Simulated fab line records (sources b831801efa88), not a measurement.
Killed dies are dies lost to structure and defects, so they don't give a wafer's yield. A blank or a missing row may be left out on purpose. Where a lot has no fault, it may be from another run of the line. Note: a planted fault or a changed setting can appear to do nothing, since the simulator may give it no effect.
What tool caused it? || flow gf180mcu || Sampling: 6 lots, 18 wafers, 2 of 602 route steps

## WHAT THE GAUGES READ, wafer by wafer
GF_NWELL_TW_MEAS_11.
{"lot": "L923", "measured": "day 3 13:51", "on": "film metro-03", "NWELL_TW": "1572 1571 1581"}
{"lot": "L927", "measured": "day 4 09:09", "on": "film metro-03", "NWELL_TW": "1583 1585 1592"}
{"lot": "L934", "measured": "day 6 01:35", "on": "film metro-01", "NWELL_TW": "1823 1816 1825"}
{"lot": "L936", "measured": "day 6 13:05", "on": "film metro-01", "NWELL_TW": "1562 1566 1569"}
{"lot": "L939", "measured": "day 7 06:49", "on": "film metro-04", "NWELL_TW": "1583 1585 1581"}
{"lot": "L944", "measured": "day 8 07:38", "on": "film metro-01", "NWELL_TW": "1553 1557 1548"}

## WHAT TOOL EACH LOT RAN ON (gives the tool, then ch and the chambers of the sampled wafers, and finally the start)
{"lot": "L923", "GF_DNWELL_COAT_02": "litho track-02 ch 0, day 2 17:51"}
{"lot": "L927", "GF_DNWELL_COAT_02": "litho track-02 ch 0, day 3 13:36"}
{"lot": "L934", "GF_DNWELL_COAT_02": "litho track-02, day 5 02:30"}
{"lot": "L936", "GF_DNWELL_COAT_02": "litho track-02 ch 0, day 5 14:06"}
{"lot": "L939", "GF_DNWELL_COAT_02": "litho track-02 ch 0, day 6 06:36"}
{"lot": "L944", "GF_DNWELL_COAT_02": "litho track-04 ch 0, day 7 06:38"}
- GF_DNWELL_COAT_02: resist thk 3000 nm.

## THE ANSWER, worked out from the rows above alone
Rule: the usual values come from the lots themselves. Put in order of their means at a reading, lots are off if they are a third of the lots or fewer, leave a main group of 4 or more, and stand apart from it by a gap of 3 or more times the standard deviation of the main group's means; of several such gaps the widest counts. If all means in a main group match to the digits the tables above print for the reading, that group is not used. A lot without any number at a reading at which 4 lots or more have one is off too. Where the step has rows for the other lots, those lots are counted as sound.
Off: at GF_NWELL_TW_MEAS_11 (NWELL_TW), L934. The main group has a mean of 1573 with a standard deviation of 12.
A tool fits if, at a process step before that reading, it ran every lot that is off, and no sound lot after the first of them. Gauges at GF_NWELL_TW_MEAS_11: tried the same way as those tools. Of those tried, none fits.

## WHAT WAS PUT IN BY THE SIMULATOR
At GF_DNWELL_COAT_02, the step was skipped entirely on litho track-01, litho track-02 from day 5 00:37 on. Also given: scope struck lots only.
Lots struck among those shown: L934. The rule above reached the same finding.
